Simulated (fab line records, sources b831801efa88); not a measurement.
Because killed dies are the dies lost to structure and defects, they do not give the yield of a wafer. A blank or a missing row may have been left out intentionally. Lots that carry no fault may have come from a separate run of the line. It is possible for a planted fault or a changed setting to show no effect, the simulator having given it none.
fab line records | flow sky130
[record] lots = 13 | wafers = 39 | last_day = 50
route steps=708 shown POLY_GATE@235 LDD_P@257 LDD_HVP@285 LDD_LDN@296 PAD_OPEN@708
lots that met no fault: from a run of the same line without faults
start_h: start of the lot's first displayed wafer, in hours after the record's first day | wait_h: how many hours have passed since the lot's step before this one | " unchanged from the row above | L1.1+2: a single row standing in for several wafers | - no value, or no start given | * or withheld: withheld | < > ~ a bound
route shown NAME@n: NAME is a module with steps in the file, n the number in the route of the first one | usual: mean/standard deviation taken from wafers without a fault | same: alike in all rows | chamber/n: place in a boat | sites: each site's reading | _std_site: standard deviation of those values | _edge_site: mean of outer sites minus mean of inner sites | radius_mm: for every site, how far away it sits from the centre of the wafer | mask NAME#n: copy n | behind: tool/chamber where the wafer was last shaped | hold: cause of the lot's hold/its duration in hours/its outcome | device: transistor that didn't switch, given as n, p or np | end of line: tests run on the same wafers once the route is complete | a step without rows: its recipe alone | killed: count of dies lost to structure and defects at first sort (not the wafer's yield) | map: the dies of a wafer, with x for killed, . for not killed, _ for no die there
set.NAME: the setting as run; set.NAME@STEP: as run at that earlier step | model.NAME: the simulator's own value behind a step, which no gauge read
route steps across a sampled set of lots; one table per step, one row per wafer
services: a tool's chamber out of use, with start hour (start_h, from the record's first day; less than 0 if before it), hours out, and reason
[[steps]]
[step SKY_POLY_GATE_THK_MEAS_21]
[recipe] reads = SiO2_of_POLY_GATE_OXIDATION_20
[usual] POLY_GATE_OXIDATION_THK = 4.00/0.079
lot.wafer | tool          | chamber | start_h | wait_h | POLY_GATE_OXIDATION_THK[nm]
L189.2    | film_metro-02 | -       | 391.20  | 0.0    | 3.95
L189.3    | "             | -       | "       | "      | 4.01
L189.6    | "             | -       | "       | "      | 4.03
L190.1    | film_metro-02 | -       | 409.62  | 0.0    | 4.17
L190.2    | "             | -       | "       | "      | 4.23
L190.3    | "             | -       | "       | "      | 4.09
L191.3    | film_metro-01 | -       | 423.84  | 0.0    | 3.94
L191.4    | "             | -       | "       | "      | 3.95
L191.6    | "             | -       | "       | "      | 3.98
L196.3    | film_metro-02 | -       | 460.03  | 0.0    | 4.14
L196.5    | "             | -       | "       | "      | 4.02
L196.6    | "             | -       | "       | "      | 4.19
L198.1    | film_metro-02 | -       | 474.67  | 0.0    | 3.91
L198.3    | "             | -       | "       | "      | 3.93
L198.4    | "             | -       | "       | "      | 3.89
L199.3    | film_metro-02 | -       | 484.50  | 0.0    | 4.05
L199.4    | "             | -       | "       | "      | 4.11
L199.6    | "             | -       | "       | "      | 4.08
L201.2    | film_metro-01 | -       | 504.69  | 0.0    | 4.02
L201.4    | "             | -       | "       | "      | 4.05
L201.5    | "             | -       | "       | "      | 4.06
L203.2    | film_metro-04 | -       | 511.88  | 0.0    | 4.04
L203.4    | "             | -       | "       | "      | 4.04
L203.5    | "             | -       | "       | "      | 4.03
L202.3    | film_metro-01 | -       | 521.87  | 0.0    | 3.94
L202.5    | "             | -       | "       | "      | 3.96
L202.6    | "             | -       | "       | "      | 3.95
L204.4    | film_metro-02 | -       | 529.86  | 0.0    | 3.94
L204.5    | "             | -       | "       | "      | 3.90
L204.6    | "             | -       | "       | "      | 3.99
L206.3    | film_metro-02 | -       | 562.83  | 0.0    | 3.98
L206.4    | "             | -       | "       | "      | 3.95
L206.5    | "             | -       | "       | "      | 4.05
L207.1    | film_metro-01 | -       | 580.03  | 0.0    | 3.90
L207.3    | "             | -       | "       | "      | 3.99
L207.6    | "             | -       | "       | "      | 3.89
L209.1    | film_metro-04 | -       | 589.05  | 0.0    | 3.95
L209.2    | "             | -       | "       | "      | 3.99
L209.3    | "             | -       | "       | "      | 3.95
[step SKY_LDD_P_COAT_02]
[recipe] resist = NOVOLAK | spin_rpm = 3000 | resist_thk_nm = 1140
[usual] chill_plate_temp_C = 23.01/0.11 | spin_speed_rpm = 2999.9/1.8
lot.wafer | tool           | chamber | start_h | wait_h | chill_plate_temp_C | spin_speed_rpm
L189.2    | litho_track-02 | 0       | 436.78  | 0.1    | 22.89              | 2999.8
L189.3    | "              | 0       | "       | "      | 23.01              | 2999.4
L189.6    | "              | 0       | "       | "      | 22.90              | 2998.1
L190.1    | litho_track-03 | 0       | 456.12  | 0.1    | 23.00              | 3000.1
L190.2    | "              | 0       | "       | "      | 23.15              | 3001.0
L190.3    | "              | 0       | "       | "      | 23.05              | 2998.3
L191.3    | litho_track-01 | 0       | 471.51  | 0.1    | 22.95              | 2999.9
L191.4    | "              | 0       | "       | "      | 23.00              | 2999.6
L191.6    | "              | 0       | "       | "      | 23.07              | 3000.1
L196.3    | litho_track-02 | 0       | 506.36  | 0.1    | 23.03              | 2999.6
L196.5    | "              | 0       | "       | "      | 22.89              | 3000.0
L196.6    | "              | 0       | "       | "      | 22.97              | 3000.7
L198.1    | litho_track-01 | 0       | 521.56  | 0.1    | 23.03              | 3044.2
L198.3    | "              | 0       | "       | "      | 23.03              | 3047.7
L198.4    | "              | 0       | "       | "      | 23.11              | 3045.1
L199.3    | litho_track-01 | 0       | 531.66  | 0.1    | 22.86              | 3044.4
L199.4    | "              | 0       | "       | "      | 23.13              | 3043.1
L199.6    | "              | 0       | "       | "      | 22.99              | 3044.2
L201.2    | litho_track-01 | 0       | 550.64  | 0.1    | 23.02              | 3043.4
L201.4    | "              | 0       | "       | "      | 23.16              | 3043.1
L201.5    | "              | 0       | "       | "      | 22.99              | 3045.3
L203.2    | litho_track-03 | 0       | 558.00  | 0.1    | 22.86              | 3000.0
L203.4    | "              | 0       | "       | "      | 22.79              | 2993.7
L203.5    | "              | 0       | "       | "      | 22.96              | 2997.7
L202.3    | litho_track-03 | 0       | 568.02  | 0.1    | 22.97              | 3002.2
L202.5    | "              | 0       | "       | "      | 22.87              | 2997.6
L202.6    | "              | 0       | "       | "      | 22.82              | 3000.5
L204.4    | litho_track-02 | 0       | 574.28  | 0.1    | 22.98              | 3001.5
L204.5    | "              | 0       | "       | "      | 23.01              | 3000.1
L204.6    | "              | 0       | "       | "      | 22.86              | 2999.6
L206.3    | litho_track-01 | 0       | 607.81  | 0.1    | 22.97              | 3001.2
L206.4    | "              | 0       | "       | "      | 23.05              | 3000.3
L206.5    | "              | 0       | "       | "      | 23.01              | 3001.3
L207.1    | litho_track-03 | 0       | 623.87  | 0.1    | 23.06              | 2996.7
L207.3    | "              | 0       | "       | "      | 23.03              | 2995.3
L207.6    | "              | 0       | "       | "      | 23.18              | 2998.2
L209.1    | litho_track-01 | 0       | 632.46  | 0.1    | 22.93              | 3000.3
L209.2    | "              | 0       | "       | "      | 23.09              | 2998.9
L209.3    | "              | 0       | "       | "      | 22.92              | 3002.3
[step SKY_LDD_P_STRIP_10]
[recipe] chemistry = O2/N2 | power_w = 1400 | pressure_mtorr = 1500 | platen_temp_c = withheld | o2_flow_sccm = 3000 | n2_flow_sccm = 300 | overash_fraction = 0.5
[usual] drypump_motor_current_A = 5.8/0.46 | oes_product_au = 0.716/0.0041 | strip_time_to_endpoint_s = 14.18/0.034
lot.wafer | tool            | chamber | start_h | wait_h | drypump_motor_current_A | oes_product_au | rf_hours_counter_h | strip_time_to_endpoint_s
L189.2    | plasma_asher-03 | 1       | 452.53  | 0.1    | 6.4                     | 0.713          | 31                 | 14.19
L189.3    | "               | 1       | "       | "      | 6.5                     | 0.707          | -                  | 14.19
L189.6    | "               | 0       | "       | "      | 5.4                     | 0.715          | -                  | 14.15
L190.1    | plasma_asher-03 | 1       | 472.13  | 0.1    | 6.4                     | 0.713          | 33                 | 14.19
L190.2    | "               | 0       | "       | "      | 5.4                     | 0.716          | 33                 | 14.22
L190.3    | "               | 1       | "       | "      | 6.4                     | 0.720          | -                  | 14.27
L191.3    | plasma_asher-02 | 1       | 486.90  | 0.1    | 6.1                     | 0.720          | -                  | 14.16
L191.4    | "               | 0       | "       | "      | 5.8                     | 0.721          | -                  | 14.20
L191.6    | "               | 1       | "       | "      | 6.1                     | 0.709          | -                  | 14.18
L196.3    | plasma_asher-02 | 0       | 522.20  | 0.1    | 5.8                     | 0.706          | -                  | 14.22
L196.5    | "               | 0       | "       | "      | 5.9                     | 0.727          | -                  | 14.25
L196.6    | "               | 1       | "       | "      | 6.2                     | 0.716          | -                  | 14.19
L198.1    | plasma_asher-02 | 1       | 536.53  | 0.1    | 6.1                     | 0.713          | 11                 | 14.05
L198.3    | "               | 0       | "       | "      | 5.9                     | 0.718          | -                  | 14.06
L198.4    | "               | 1       | "       | "      | 6.1                     | 0.715          | -                  | 14.02
L199.3    | plasma_asher-03 | 0       | 546.95  | 0.1    | 5.4                     | 0.721          | -                  | 14.04
L199.4    | "               | 1       | "       | "      | 6.4                     | 0.720          | -                  | 14.11
L199.6    | "               | 1       | "       | "      | 6.4                     | 0.713          | -                  | 14.05
L201.2    | plasma_asher-03 | 1       | 565.53  | 0.1    | 6.4                     | 0.712          | 41                 | 14.13
L201.4    | "               | 1       | "       | "      | 6.4                     | 0.716          | -                  | 14.08
L201.5    | "               | 1       | "       | "      | 6.5                     | 0.710          | -                  | 14.12
L203.2    | plasma_asher-03 | 1       | 572.47  | 0.1    | 6.4                     | 0.713          | 42                 | 14.21
L203.4    | "               | 0       | "       | "      | 5.4                     | 0.715          | -                  | 14.21
L203.5    | "               | 1       | "       | "      | 6.4                     | 0.710          | -                  | 14.21
L202.3    | plasma_asher-03 | 1       | 583.20  | 0.1    | 6.4                     | 0.714          | -                  | 14.17
L202.5    | "               | 1       | "       | "      | 6.4                     | 0.714          | -                  | 14.16
L202.6    | "               | 0       | "       | "      | 5.4                     | 0.712          | -                  | 14.17
L204.4    | plasma_asher-03 | 1       | 589.95  | 0.1    | 6.4                     | 0.713          | -                  | 14.21
L204.5    | "               | 1       | "       | "      | 6.4                     | 0.718          | -                  | 14.22
L204.6    | "               | 0       | "       | "      | 5.4                     | 0.718          | -                  | 14.23
L206.3    | plasma_asher-03 | 1       | 622.85  | 0.1    | 6.4                     | 0.714          | -                  | 14.19
L206.4    | "               | 0       | "       | "      | 5.4                     | 0.714          | -                  | 14.17
L206.5    | "               | 1       | "       | "      | 6.5                     | 0.714          | -                  | 14.20
L207.1    | plasma_asher-03 | 0       | 638.76  | 0.1    | 5.4                     | 0.711          | 49                 | 14.20
L207.3    | "               | 0       | "       | "      | 5.4                     | 0.715          | -                  | 14.19
L207.6    | "               | 1       | "       | "      | 6.4                     | 0.716          | -                  | 14.18
L209.1    | plasma_asher-01 | 0       | 647.27  | 0.1    | 5.1                     | 0.710          | 72                 | 14.12
L209.2    | "               | 1       | "       | "      | 5.2                     | 0.719          | 72                 | 14.17
L209.3    | "               | 0       | "       | "      | 5.1                     | 0.719          | -                  | 14.17
[step SKY_LDD_HVP_OVL_MEAS_07]
[usual] LDD_HVP_OVL = -0.5/1.3
lot.wafer | tool       | chamber | start_h | wait_h | LDD_HVP_OVL[nm]
L189.2    | overlay-02 | -       | 514.24  | 0.1    | -0.3
L189.3    | "          | -       | "       | "      | -2.1
L189.6    | "          | -       | "       | "      | -0.7
L190.1    | overlay-02 | -       | 532.44  | 0.1    | -0.5
L190.2    | "          | -       | "       | "      | -0.4
L190.3    | "          | -       | "       | "      | -0.5
L191.3    | overlay-02 | -       | 546.88  | 0.1    | 2.6
L191.4    | "          | -       | "       | "      | 1.4
L191.6    | "          | -       | "       | "      | 2.0
L196.3    | overlay-02 | -       | 582.57  | 0.1    | 0.8
L196.5    | "          | -       | "       | "      | 0.9
L196.6    | "          | -       | "       | "      | 0.9
L198.1    | overlay-01 | -       | 595.77  | 0.1    | -0.9
L198.3    | "          | -       | "       | "      | 1.0
L198.4    | "          | -       | "       | "      | 0.6
L199.3    | overlay-01 | -       | 604.92  | 0.1    | -3.1
L199.4    | "          | -       | "       | "      | -2.7
L199.6    | "          | -       | "       | "      | -2.1
L201.2    | overlay-01 | -       | 623.61  | 0.1    | -1.4
L201.4    | "          | -       | "       | "      | -2.9
L201.5    | "          | -       | "       | "      | -2.1
L203.2    | overlay-01 | -       | 630.74  | 0.1    | -0.9
L203.4    | "          | -       | "       | "      | -0.7
L203.5    | "          | -       | "       | "      | 0.3
L202.3    | overlay-02 | -       | 640.15  | 0.1    | 0.6
L202.5    | "          | -       | "       | "      | 1.1
L202.6    | "          | -       | "       | "      | 1.3
L204.4    | overlay-02 | -       | 647.48  | 0.1    | 0.4
L204.5    | "          | -       | "       | "      | 2.0
L204.6    | "          | -       | "       | "      | -0.3
L206.3    | overlay-02 | -       | 677.87  | 0.1    | -2.9
L206.4    | "          | -       | "       | "      | -2.4
L206.5    | "          | -       | "       | "      | -3.6
L207.1    | overlay-02 | -       | 693.14  | 0.1    | -0.7
L207.3    | "          | -       | "       | "      | -2.0
L207.6    | "          | -       | "       | "      | -0.7
L209.1    | overlay-02 | -       | 701.21  | 0.1    | 0.7
L209.2    | "          | -       | "       | "      | -0.1
L209.3    | "          | -       | "       | "      | 0.6
[step SKY_LDD_LDN_OVL_MEAS_07]
[usual] LDD_LDN_OVL = -0.5/1.2
lot.wafer | tool       | chamber | start_h | wait_h | LDD_LDN_OVL[nm]
L189.2    | overlay-01 | -       | 544.44  | 0.1    | -1.3
L189.3    | "          | -       | "       | "      | 0.4
L189.6    | "          | -       | "       | "      | -1.0
L190.1    | overlay-01 | -       | 561.92  | 0.1    | -2.5
L190.2    | "          | -       | "       | "      | -3.2
L190.3    | "          | -       | "       | "      | -1.4
L191.3    | overlay-01 | -       | 576.30  | 0.1    | 0.7
L191.4    | "          | -       | "       | "      | -1.6
L191.6    | "          | -       | "       | "      | -1.6
L196.3    | overlay-02 | -       | 611.53  | 0.1    | -0.3
L196.5    | "          | -       | "       | "      | -1.6
L196.6    | "          | -       | "       | "      | -0.2
L198.1    | overlay-01 | -       | 624.34  | 0.1    | -2.7
L198.3    | "          | -       | "       | "      | -3.6
L198.4    | "          | -       | "       | "      | -1.3
L199.3    | overlay-01 | -       | 634.53  | 0.1    | -0.7
L199.4    | "          | -       | "       | "      | 0.2
L199.6    | "          | -       | "       | "      | -1.4
L201.2    | overlay-01 | -       | 653.12  | 0.1    | 0.1
L201.4    | "          | -       | "       | "      | 0.3
L201.5    | "          | -       | "       | "      | 1.0
L203.2    | overlay-01 | -       | 657.83  | 0.1    | 0.6
L203.4    | "          | -       | "       | "      | -0.6
L203.5    | "          | -       | "       | "      | 0.3
L202.3    | overlay-02 | -       | 667.60  | 0.1    | 1.1
L202.5    | "          | -       | "       | "      | 0.9
L202.6    | "          | -       | "       | "      | 1.9
L204.4    | overlay-02 | -       | 675.00  | 0.1    | 0.3
L204.5    | "          | -       | "       | "      | -0.8
L204.6    | "          | -       | "       | "      | -0.4
L206.3    | overlay-01 | -       | 705.87  | 0.1    | 0.7
L206.4    | "          | -       | "       | "      | 0.8
L206.5    | "          | -       | "       | "      | 1.9
L207.1    | overlay-02 | -       | 720.67  | 0.1    | -1.4
L207.3    | "          | -       | "       | "      | -0.9
L207.6    | "          | -       | "       | "      | -1.2
L209.1    | overlay-02 | -       | 728.47  | 0.1    | -1.8
L209.2    | "          | -       | "       | "      | -0.9
L209.3    | "          | -       | "       | "      | -0.4
[step SKY_PAD_OPEN_PROBE_99]
[usual] killed_at_M0_to_M3 = 43/6.6 | killed_at_M4_up = 3.1/1.6 | killed_at_contacts = 23/5.6 | killed_at_front_end = 15/4.2 | killed_at_other = 0.2/0.43 | killed_dies = 85/9.3 | killed_open = 46/6.6 | killed_short = 39/6.2
[same] gross_dies = 492 | killed_at_back_side = 0
lot.wafer | tool      | chamber | start_h | wait_h | killed_at_M0_to_M3 | killed_at_M4_up | killed_at_contacts | killed_at_front_end | killed_at_other | killed_dies | killed_open | killed_short
L206.3    | prober-01 | -       | 1190.17 | 0.2    | 40                 | 3               | 34                 | 14                  | 0               | 91          | 53          | 38
L206.4    | prober-01 | -       | 1190.22 | 0.2    | 38                 | 1               | 17                 | 14                  | 1               | 71          | 29          | 42
L206.5    | prober-01 | -       | 1190.27 | 0.2    | 44                 | 3               | 19                 | 16                  | 2               | 84          | 50          | 34
// killed by level:class
L206.3 LI_CONTACT:geometric_particle:open=11 VIA1:geometric_particle:open=11 FIELD_ISO:geometric_particle:open=8 CONTACT:geometric_particle:open=8 LOCAL_INTERCONNECT:geometric_particle:short=6 METAL1:geometric_particle:short=6 VIA2:geometric_particle:open=6 CONTACT:geometric_particle:short=5
L206.4 LI_CONTACT:geometric_particle:open=7 METAL2:geometric_particle:short=7 POLY_GATE:geometric_particle:short=5 METAL1:geometric_particle:short=5 VIA3:geometric_particle:open=5 FIELD_ISO:geometric_particle:short=4 CONTACT:geometric_particle:open=4 VIA2:geometric_particle:open=4
L206.5 VIA1:geometric_particle:open=10 CONTACT:geometric_particle:open=9 VIA3:geometric_particle:open=7 VIA1:geometric_particle:short=6 FIELD_ISO:geometric_particle:open=5 LI_CONTACT:geometric_particle:open=5 METAL2:geometric_particle:short=5 FIELD_ISO:geometric_particle:short=4
[[services]]
tool            | chamber | start_h | hours | kind
plasma_asher-02 | -       | 421.27  | 9.0   | pm
plasma_asher-02 | 0       | 421.27  | 9.0   | vent_cycle
plasma_asher-02 | 1       | 421.27  | 9.0   | vent_cycle
plasma_asher-02 | 0       | 430.27  | -     | clean
plasma_asher-02 | 1       | 430.27  | -     | clean
plasma_asher-02 | -       | 444.39  | 0.4   | repair
plasma_asher-01 | -       | 452.35  | 1.1   | repair
plasma_asher-03 | -       | 480.24  | 14.7  | repair
plasma_asher-01 | -       | 487.71  | 1.3   | repair
plasma_asher-03 | -       | 506.24  | 0.6   | repair
[[key]]
[first_sign] step = SKY_LDD_P_COAT_02 | reading = spin_speed_rpm | direction = up | sigmas = 25 | usual = 2999.9 | struck = 3044.5
[effect] step = SKY_LDD_P_STRIP_10 | reading = strip_time_to_endpoint_s | direction = down | sigmas = 3.3 | usual = * | struck = *
met_at SKY_LDD_P_COAT_02
struck_lots L198,L199,L201
tester_left_out L198,L199,L201
not_acting_at SKY_POLY_GATE_THK_MEAS_21,SKY_LDD_HVP_OVL_MEAS_07,SKY_LDD_LDN_OVL_MEAS_07
onset_between 471.51 521.56
[fault] kind = process_parameter_drift | tool = litho_track-01 | chamber = - | onset_h = 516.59 | steps = SKY_LDD_P_COAT_02 | channel = spin_rpm | offset = 45.507 | shape = step | end_h = 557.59 | acts_in = these_recipes_only | stated = 3000
// tester_left_out: of these lots the tester's yield and bins aren't shown, on N5 and GAA mostly nor the transistor test; their killed dies are dies lost to structure and defects alone, not to doping, threshold or leakage, so they don't give the yield
